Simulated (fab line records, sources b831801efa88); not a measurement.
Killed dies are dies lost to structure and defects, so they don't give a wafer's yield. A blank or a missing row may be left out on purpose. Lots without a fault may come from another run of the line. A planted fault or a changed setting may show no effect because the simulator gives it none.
Which tool did it? | flow gf180mcu | 24 lots, 72 wafers sampled, at 3 steps of a route of 602

WHAT THE GAUGES READ, wafer by wafer
GF_V2_THK_MEAS_03.
lot  | measured     | on            | V2_CVD_02_THK (nm)
L074 | day 19 06:17 | film_metro-02 | 851 827 850
L075 | day 19 17:01 | film_metro-04 | 847 854 875
L076 | day 20 02:22 | film_metro-03 | 840 863 878
L078 | day 20 18:14 | film_metro-02 | 846 862 869
L077 | day 20 20:44 | film_metro-04 | 847 852 856
L079 | day 20 22:22 | film_metro-02 | 848 877 865
L080 | day 21 13:18 | film_metro-04 | 870 867 873
L081 | day 21 20:00 | film_metro-04 | 855 844 845
L082 | day 22 09:32 | film_metro-04 | 838 863 870
L083 | day 22 16:16 | film_metro-03 | 849 859 852
L084 | day 22 22:53 | film_metro-02 | 833 832 841
L085 | day 23 13:11 | film_metro-03 | 853 852 856
L086 | day 23 19:47 | film_metro-02 | 838 846 855
L087 | day 24 11:35 | film_metro-03 | 854 856 858
L088 | day 24 12:40 | film_metro-03 | 845 856 858
L089 | day 24 18:58 | film_metro-04 | 851 844 853
L090 | day 25 00:12 | film_metro-04 | 831 865 846
L091 | day 25 06:59 | film_metro-04 | 845 842 841
L092 | day 25 14:49 | film_metro-03 | 865 868 876
L093 | day 25 19:47 | film_metro-02 | 834 855 850
L094 | day 26 05:32 | film_metro-03 | 846 857 853
L095 | day 26 14:45 | film_metro-03 | 850 843 856
L096 | day 26 22:38 | film_metro-04 | 834 838 839
L097 | day 27 07:26 | film_metro-03 | 830 822 847

WHICH TOOL RAN EACH LOT (tool, then ch and the chambers of the sampled wafers, then the start)
lot  | GF_M1_SPUTTER_01             | GF_M2_SPUTTER_01
L074 | pvd_sputter-03, day 16 03:40 | pvd_sputter-04, day 18 05:13
L075 | pvd_sputter-03, day 16 13:48 | pvd_sputter-02, day 18 16:08
L076 | pvd_sputter-02, day 16 22:09 | pvd_sputter-04, day 19 00:29
L078 | pvd_sputter-03, day 17 13:16 | pvd_sputter-04, day 19 16:57
L077 | pvd_sputter-02, day 17 16:33 | pvd_sputter-01, day 19 19:22
L079 | pvd_sputter-04, day 17 18:18 | pvd_sputter-04, day 19 21:37
L080 | pvd_sputter-04, day 18 08:35 | pvd_sputter-02, day 20 12:17
L081 | pvd_sputter-04, day 18 15:43 | pvd_sputter-02, day 20 19:32
L082 | pvd_sputter-02, day 19 04:56 | pvd_sputter-01, day 21 08:31
L083 | pvd_sputter-03, day 19 11:53 | pvd_sputter-01, day 21 15:32
L084 | pvd_sputter-03, day 19 19:24 | pvd_sputter-02, day 21 22:47
L085 | pvd_sputter-04, day 20 10:33 | pvd_sputter-02, day 22 13:17
L086 | pvd_sputter-04, day 20 17:07 | pvd_sputter-04, day 22 20:04
L087 | pvd_sputter-03, day 21 10:46 | pvd_sputter-04, day 23 12:11
L088 | pvd_sputter-02, day 21 11:36 | pvd_sputter-01, day 23 12:56
L089 | pvd_sputter-03, day 21 18:16 | pvd_sputter-01, day 23 19:53
L090 | pvd_sputter-02, day 22 00:46 | pvd_sputter-02, day 24 02:05
L091 | pvd_sputter-04, day 22 10:11 | pvd_sputter-02, day 24 09:28
L092 | pvd_sputter-03, day 22 15:25 | pvd_sputter-02, day 24 15:56
L093 | pvd_sputter-03, day 22 22:26 | pvd_sputter-02, day 24 21:39
L094 | pvd_sputter-03, day 23 10:00 | pvd_sputter-02, day 25 08:02
L095 | pvd_sputter-04, day 23 17:50 | pvd_sputter-01, day 25 16:38
L096 | pvd_sputter-02, day 24 02:52 | pvd_sputter-04, day 26 01:10
L097 | pvd_sputter-03, day 24 11:52 | pvd_sputter-01, day 26 09:38
- GF_M1_SPUTTER_01: material TiN, target thk 30 nm, time 25 s.
- GF_M2_SPUTTER_01: material TiN, target thk 30 nm, time 25 s.

WHAT THE TOOLS THEMSELVES READ (means of the sampled wafers that have a number; where no wafer has one, the mark that the record gives instead)
GF_M1_SPUTTER_01.
lot  | tool           | throttle_valve_pct (%)
L074 | pvd_sputter-03 | 30.4
L075 | pvd_sputter-03 | 30.3
L076 | pvd_sputter-02 | 31.1
L078 | pvd_sputter-03 | 29.1
L077 | pvd_sputter-02 | 31.2
L079 | pvd_sputter-04 | 30.2
L080 | pvd_sputter-04 | 29.7
L081 | pvd_sputter-04 | 30.1
L082 | pvd_sputter-02 | 31.1
L083 | pvd_sputter-03 | 31.1
L084 | pvd_sputter-03 | 30.3
L085 | pvd_sputter-04 | 30.5
L086 | pvd_sputter-04 | 31.2
L087 | pvd_sputter-03 | 29.5
L088 | pvd_sputter-02 | 31.1
L089 | pvd_sputter-03 | 30.7
L090 | pvd_sputter-02 | 31.4
L091 | pvd_sputter-04 | 30.2
L092 | pvd_sputter-03 | 29.6
L093 | pvd_sputter-03 | 28.9
L094 | pvd_sputter-03 | 29.8
L095 | pvd_sputter-04 | 30.2
L096 | pvd_sputter-02 | 31.2
L097 | pvd_sputter-03 | 29.8

GF_M2_SPUTTER_01.
lot  | tool           | throttle_valve_pct (%)
L074 | pvd_sputter-04 | 29.7
L075 | pvd_sputter-02 | 31.3
L076 | pvd_sputter-04 | 30.3
L078 | pvd_sputter-04 | 29.3
L077 | pvd_sputter-01 | 30.6
L079 | pvd_sputter-04 | 31.0
L080 | pvd_sputter-02 | 31.1
L081 | pvd_sputter-02 | 31.2
L082 | pvd_sputter-01 | 30.6
L083 | pvd_sputter-01 | 30.5
L084 | pvd_sputter-02 | 31.2
L085 | pvd_sputter-02 | 31.5
L086 | pvd_sputter-04 | 31.0
L087 | pvd_sputter-04 | 31.1
L088 | pvd_sputter-01 | 30.8
L089 | pvd_sputter-01 | 30.4
L090 | pvd_sputter-02 | 31.7
L091 | pvd_sputter-02 | 31.1
L092 | pvd_sputter-02 | 31.2
L093 | pvd_sputter-02 | 31.2
L094 | pvd_sputter-02 | 31.7
L095 | pvd_sputter-01 | 31.0
L096 | pvd_sputter-04 | 31.7
L097 | pvd_sputter-01 | 30.5

THE ANSWER, worked out from the rows above alone
Rule: what is usual is taken from the lots themselves. Put in order of their means at a reading, lots are off if they are a third of the lots or fewer, leave a main group of 4 or more, and stand apart from it by a gap of 3 or more times the standard deviation of the main group's means; of several such gaps the widest counts. A main group whose means are all the same, to the digits that the tables above print for the reading, isn't used. A lot without any number at a reading at which 4 lots or more have one is off too. The other lots that the step has rows for count as sound. The gauges are gone through in route order, then the tools' own readings, and for those a lot's mean is taken as printed above. The first step at which some lot is off is used, and at that step the reading that is off furthest; a lot without a number counts as furthest.
No lot is off at any reading shown: from this, nothing can be told.

WHAT THE SIMULATOR HAD PUT IN
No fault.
